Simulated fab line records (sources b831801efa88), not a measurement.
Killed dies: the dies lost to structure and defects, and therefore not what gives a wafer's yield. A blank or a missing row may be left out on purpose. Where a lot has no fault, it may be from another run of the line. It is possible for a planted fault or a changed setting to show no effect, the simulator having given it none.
Matching of chambers -- flow gf180mcu -- 4 sister chambers for GF_V2_CMP_04 on cmp-01
The step polishes SiO2. 16 wafers are shown with their chamber, then 8 later ones without.

== WAFERS, EACH WITH ITS CHAMBER ==
wafer,chamber,motor_current_A (A),time_to_endpoint_s (s),edge_zone_pressure_frac
L398.3,1,11.8,77,0.999
L398.4,3,10.3,84,0.999
L398.6,1,11.7,89,0.997
L400.2,1,10.6,82,1.001
L400.5,0,10.6,88,1.004
L400.6,1,11.0,86,1.009
L402.1,0,10.9,79,1.000
L402.4,3,10.8,86,0.996
L402.6,2,10.8,85,0.999
L408.2,0,11.6,81,0.998
L408.3,2,10.9,80,0.998
L408.4,3,10.2,85,1.004
L413.2,2,10.4,76,1.003
L413.4,0,11.3,80,0.997
L413.5,0,11.1,67,1.000
L414.1,1,12.1,80,1.008

SIGNATURES, as means of the wafers listed above
reading,chamber 0,chamber 1,chamber 2,chamber 3,scatter within a chamber
motor_current_A,11.100,11.440,10.700,10.433,0.453
time_to_endpoint_s,79.00,82.80,80.33,85.00,5.5
edge_zone_pressure_frac,0.99980,1.00280,1.00000,0.99967,0.004
Rule: distance of a wafer from a chamber = root of the sum over the readings of ((wafer's reading minus chamber's mean) / reading's scatter) squared. The wafer belongs to the nearest chamber; if the next one is less than 2 further off, it can't be placed. The scatter is the square root of a quotient: the sum, over the shown wafers, of each reading's squared deviation from its chamber's mean, divided by wafers minus chambers.

== WAFERS MISSING THEIR CHAMBER ==
wafer,motor_current_A (A),time_to_endpoint_s (s),edge_zone_pressure_frac
L414.2,10.8,83,1.005
L414.4,11.4,91,0.989
L419.1,10.7,84,0.992
L419.2,11.1,82,0.995
L419.4,10.7,80,0.997
L421.1,10.5,83,0.999
L421.2,12.2,81,1.004
L421.5,11.9,88,1.004

== CHAMBER TAKEN BY EACH ==
wafer,from the rows above,in truth
L414.2,can't be placed: 2 or 1 or 3 or 0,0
L414.4,can't be placed: 0 or 3 or 2 or 1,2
L419.1,can't be placed: 3 or 2 or 0 or 1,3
L419.2,can't be placed: 0 or 2 or 3 or 1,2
L419.4,can't be placed: 2 or 0 or 3 or 1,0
L421.1,can't be placed: 3 or 2 or 0 or 1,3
L421.2,can't be placed: 1 or 0 or 2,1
L421.5,can't be placed: 1 or 0 or 2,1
Placed correctly: 0 of 8. Can't be placed from these rows: 8 (the true chamber is among the candidates in 8). Number placed wrongly: 0.
